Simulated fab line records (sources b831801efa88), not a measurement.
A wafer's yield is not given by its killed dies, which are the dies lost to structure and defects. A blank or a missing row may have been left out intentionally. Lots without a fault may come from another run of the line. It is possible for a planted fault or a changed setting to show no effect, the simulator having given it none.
A struck lot beside a sound one ; flow sky130 ; 14 steps out of a route of 708
Sound: wafers L886.3, L886.5, L886.6. Wafers struck: L903.2, L903.4, L903.5. The cause is given at the end.
Order at every step that has rows: each side's tool, ch and its chambers, its first start. Under that, the readings that differ: sound wafers ; struck wafers ; difference of the means ; sigmas: that difference in standard deviations of wafers without a fault.
alike: readings whose means differ by less than 2 such deviations, and words and numbers that are the same on both sides. not compared: withheld readings, readings that some wafer has no value for, bounds like >300 that may hide the same value, and numbers for which the record gives no deviation and whose values overlap.
Wherever a step has rows on one side only, a row that says differs or no value, or a row with sigmas, the two part there. Non-overlapping numbers with no deviation appear without sigmas and do not part them. A reading missing from all wafers of one side parts the sides only when that side holds two or more wafers.

first, 2 steps without rows for these wafers: SKY_METAL3_CLEAN_22 (cleans in O3/DIW); SKY_VIA3_HDPCVD_00 (deposits SiO2, target thk 1635 nm, time 272.5 s).
SKY_VIA3_THK_MEAS_01:
  sound on film metro-02 at day 38 02:35; struck on film metro-01 at day 44 07:19
  alike: VIA3_HDPCVD_THK
SKY_VIA3_CMP_02: polishes SiO2.
  sound on cmp-02 ch 1,2, day 38 02:41; struck on cmp-01 ch 2,3, day 44 08:03
  alike: head pressure psi, motor current A
SKY_VIA3_BOW_MEAS_03:
  sound on film metro-01 at day 38 02:58; struck on film metro-02 at day 44 08:19
  alike: VIA3_BOW
then, 7 steps without rows for these wafers: SKY_VIA3_DEHYDRATE_04 (time 60 s); SKY_VIA3_HMDS_05 (prime time 60 s); SKY_VIA3_COAT_06 (resist thk 60 nm); SKY_VIA3_COAT_07 (resist thk 450 nm); SKY_VIA3_SOFTBAKE_08 (time 90 s); SKY_VIA3_EXPOSE_09 (exposes mask VIM3, target cd 200 nm); SKY_VIA3_PEB_10.
SKY_VIA3_DEVELOP_11: develop time 60 s.
  sound on litho track-02 ch 0, day 39 04:00; struck on litho track-02, day 45 04:00
  no value came back on the struck wafers for chill plate temp C (C), develop time s (s), developer temp C (C); on the sound wafers chill plate temp C (C) reads 23.09 23.11 23.00
reading;sound;struck;difference;sigmas
model.KrF-thick_of_VIA3_COAT_07.thk nm (nm);435.5 435.7 435.6;450.1 448.3 450.4;+14.0;
SKY_VIA3_CD_MEAS_12: target cd 200 nm.
  sound on cd sem-02 at day 39 04:14; struck on cd sem-02 at day 45 04:13
reading;sound;struck;difference;sigmas
cd nm (nm);199.6 198.8 200.6;- - -;no value on the struck wafers;

WHERE THEY PART
At SKY_VIA3_DEVELOP_11 first; at SKY_VIA3_CD_MEAS_12 last (within this record only).

WHY: what had been put in by the simulator
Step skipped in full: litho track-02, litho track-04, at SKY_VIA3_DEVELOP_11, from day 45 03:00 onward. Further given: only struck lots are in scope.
